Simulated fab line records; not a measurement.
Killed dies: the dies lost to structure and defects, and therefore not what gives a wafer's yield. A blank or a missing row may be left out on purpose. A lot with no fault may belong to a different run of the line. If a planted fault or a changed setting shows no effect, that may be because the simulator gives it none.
Which tool was responsible? || flow gf180mcu || 14 lots with 42 wafers sampled at 3 steps, on a route of 602 steps

## WHAT EACH GAUGE READ, for each wafer
GF_PSD_RS_MEAS_15: measures by four-point-probe. Usual: PSD_RS typically reads 108.49 ohm/sq, with standard deviation 0.29.
{"lot": "L922", "measured": "day 14 06:23", "on": "film_metro-02", "PSD_RS (ohm/sq)": "108.99 109.26 108.82", "flag": ""}
{"lot": "L923", "measured": "day 15 04:34", "on": "film_metro-04", "PSD_RS (ohm/sq)": "108.40 108.31 108.30", "flag": ""}
{"lot": "L924", "measured": "day 15 08:14", "on": "film_metro-03", "PSD_RS (ohm/sq)": "108.66 108.43 108.75", "flag": ""}
{"lot": "L928", "measured": "day 16 03:01", "on": "film_metro-02", "PSD_RS (ohm/sq)": "108.34 108.33 108.27", "flag": ""}
{"lot": "L927", "measured": "day 16 03:36", "on": "film_metro-02", "PSD_RS (ohm/sq)": "108.35 108.93 108.75", "flag": ""}
{"lot": "L930", "measured": "day 16 19:46", "on": "film_metro-04", "PSD_RS (ohm/sq)": "108.27 108.29 108.34", "flag": ""}
{"lot": "L929", "measured": "day 16 22:24", "on": "film_metro-02", "PSD_RS (ohm/sq)": "108.48 108.47 108.19", "flag": ""}
{"lot": "L931", "measured": "day 17 04:23", "on": "film_metro-02", "PSD_RS (ohm/sq)": "108.68 108.33 108.58", "flag": ""}
{"lot": "L938", "measured": "day 19 17:25", "on": "film_metro-02", "PSD_RS (ohm/sq)": "108.43 108.10 108.41", "flag": ""}
{"lot": "L939", "measured": "day 20 00:20", "on": "film_metro-02", "PSD_RS (ohm/sq)": "108.80 108.91 108.72", "flag": ""}
{"lot": "L940", "measured": "day 20 14:47", "on": "film_metro-02", "PSD_RS (ohm/sq)": "108.02 107.94 108.44", "flag": ""}
{"lot": "L941", "measured": "day 21 00:09", "on": "film_metro-02", "PSD_RS (ohm/sq)": "108.70 108.64 108.69", "flag": ""}
{"lot": "L943", "measured": "day 21 18:55", "on": "film_metro-03", "PSD_RS (ohm/sq)": "109.07 108.74 108.89", "flag": ""}
{"lot": "L944", "measured": "day 21 20:17", "on": "film_metro-04", "PSD_RS (ohm/sq)": "108.28 108.66 107.98", "flag": ""}

GF_M1_THK_MEAS_06: measures by xrf. Usual: M1_ALCU_THK typically reads 453 nm, with standard deviation 5.8.
{"lot": "L922", "measured": "day 16 03:59", "on": "film_metro-02", "M1_ALCU_THK (nm)": "457 452 456", "flag": ""}
{"lot": "L923", "measured": "day 17 04:47", "on": "film_metro-03", "M1_ALCU_THK (nm)": "443 446 443", "flag": ""}
{"lot": "L924", "measured": "day 17 08:34", "on": "film_metro-02", "M1_ALCU_THK (nm)": "449 449 448", "flag": ""}
{"lot": "L928", "measured": "day 18 03:49", "on": "film_metro-04", "M1_ALCU_THK (nm)": "462 461 451", "flag": ""}
{"lot": "L927", "measured": "day 18 04:10", "on": "film_metro-03", "M1_ALCU_THK (nm)": "458 460 461", "flag": ""}
{"lot": "L930", "measured": "day 18 21:11", "on": "film_metro-02", "M1_ALCU_THK (nm)": "453 460 451", "flag": ""}
{"lot": "L929", "measured": "day 19 01:19", "on": "film_metro-02", "M1_ALCU_THK (nm)": "451 452 446", "flag": ""}
{"lot": "L931", "measured": "day 19 06:40", "on": "film_metro-02", "M1_ALCU_THK (nm)": "446 442 448", "flag": ""}
{"lot": "L938", "measured": "day 21 20:41", "on": "film_metro-04", "M1_ALCU_THK (nm)": "450 460 451", "flag": ""}
{"lot": "L939", "measured": "day 22 03:38", "on": "film_metro-02", "M1_ALCU_THK (nm)": "455 455 458", "flag": ""}
{"lot": "L940", "measured": "day 22 17:26", "on": "film_metro-02", "M1_ALCU_THK (nm)": "451 447 448", "flag": ""}
{"lot": "L941", "measured": "day 23 01:51", "on": "film_metro-04", "M1_ALCU_THK (nm)": "471 466 453", "flag": ""}
{"lot": "L943", "measured": "day 23 20:03", "on": "film_metro-04", "M1_ALCU_THK (nm)": "458 457 464", "flag": ""}
{"lot": "L944", "measured": "day 23 20:46", "on": "film_metro-03", "M1_ALCU_THK (nm)": "452 465 463", "flag": ""}

## TOOL THAT RAN EACH LOT (tool first, then ch and the chambers of the sampled wafers, then the start)
{"lot": "L922", "GF_CONTACT_CVD_02": "pecvd-01 ch 1,2, day 15 03:46"}
{"lot": "L923", "GF_CONTACT_CVD_02": "pecvd-02 ch 1,2, day 16 03:44"}
{"lot": "L924", "GF_CONTACT_CVD_02": "pecvd-01 ch 0,1,2, day 16 07:20"}
{"lot": "L928", "GF_CONTACT_CVD_02": "pecvd-02 ch 0,1,2, day 17 02:26"}
{"lot": "L927", "GF_CONTACT_CVD_02": "pecvd-01 ch 0,1,2, day 17 03:05"}
{"lot": "L930", "GF_CONTACT_CVD_02": "pecvd-01 ch 0,1,2, day 17 19:33"}
{"lot": "L929", "GF_CONTACT_CVD_02": "pecvd-03 ch 1,2, day 17 22:47"}
{"lot": "L931", "GF_CONTACT_CVD_02": "pecvd-02 ch 1,2, day 18 04:19"}
{"lot": "L938", "GF_CONTACT_CVD_02": "pecvd-01 ch 0,1,2, day 20 18:07"}
{"lot": "L939", "GF_CONTACT_CVD_02": "pecvd-02 ch 0,2, day 21 01:10"}
{"lot": "L940", "GF_CONTACT_CVD_02": "pecvd-03 ch 0,1, day 21 16:22"}
{"lot": "L941", "GF_CONTACT_CVD_02": "pecvd-03 ch 0,1, day 22 00:30"}
{"lot": "L943", "GF_CONTACT_CVD_02": "pecvd-01 ch 0,1,2, day 22 18:58"}
{"lot": "L944", "GF_CONTACT_CVD_02": "pecvd-02 ch 0,1,2, day 22 19:35"}
- GF_CONTACT_CVD_02: deposits SiO2 from TEOS, target thk 860 nm, time 95.992 s.

## WHAT THE TOOLS THEMSELVES READ (means of the sampled wafers that have a number; where no wafer has one, the mark that the record gives instead)
GF_CONTACT_CVD_02. Usual: heater_power_w at 722 W, with a standard deviation of 110.
{"lot": "L922", "tool": "pecvd-01", "heater_power_w (W)": 721, "flag": ""}
{"lot": "L923", "tool": "pecvd-02", "heater_power_w (W)": 739, "flag": ""}
{"lot": "L924", "tool": "pecvd-01", "heater_power_w (W)": 778, "flag": ""}
{"lot": "L928", "tool": "pecvd-02", "heater_power_w (W)": 840, "flag": ""}
{"lot": "L927", "tool": "pecvd-01", "heater_power_w (W)": 732, "flag": ""}
{"lot": "L930", "tool": "pecvd-01", "heater_power_w (W)": 709, "flag": ""}
{"lot": "L929", "tool": "pecvd-03", "heater_power_w (W)": 607, "flag": ""}
{"lot": "L931", "tool": "pecvd-02", "heater_power_w (W)": 717, "flag": ""}
{"lot": "L938", "tool": "pecvd-01", "heater_power_w (W)": 716, "flag": ""}
{"lot": "L939", "tool": "pecvd-02", "heater_power_w (W)": 777, "flag": ""}
{"lot": "L940", "tool": "pecvd-03", "heater_power_w (W)": 672, "flag": ""}
{"lot": "L941", "tool": "pecvd-03", "heater_power_w (W)": 675, "flag": ""}
{"lot": "L943", "tool": "pecvd-01", "heater_power_w (W)": 734, "flag": ""}
{"lot": "L944", "tool": "pecvd-02", "heater_power_w (W)": 870, "flag": ""}

## THE ANSWER, worked out from the rows above alone
Rule: take the mean of a lot's wafers that have a number; if it is more than 3 standard deviations from the usual mean, the lot is off. A lot without any number at a reading at which 4 lots or more have one is off too. The other lots that the step has rows for count as sound. The gauges are gone through in route order, then the tools' own readings, and for those a lot's mean is taken as printed above. At the first step where some lot is off, the reading lying furthest off is the one used; lots without a number count as furthest.
No lot is off on any of the readings shown, so nothing can be concluded from this.

## WHAT THE SIMULATOR HAD INSERTED
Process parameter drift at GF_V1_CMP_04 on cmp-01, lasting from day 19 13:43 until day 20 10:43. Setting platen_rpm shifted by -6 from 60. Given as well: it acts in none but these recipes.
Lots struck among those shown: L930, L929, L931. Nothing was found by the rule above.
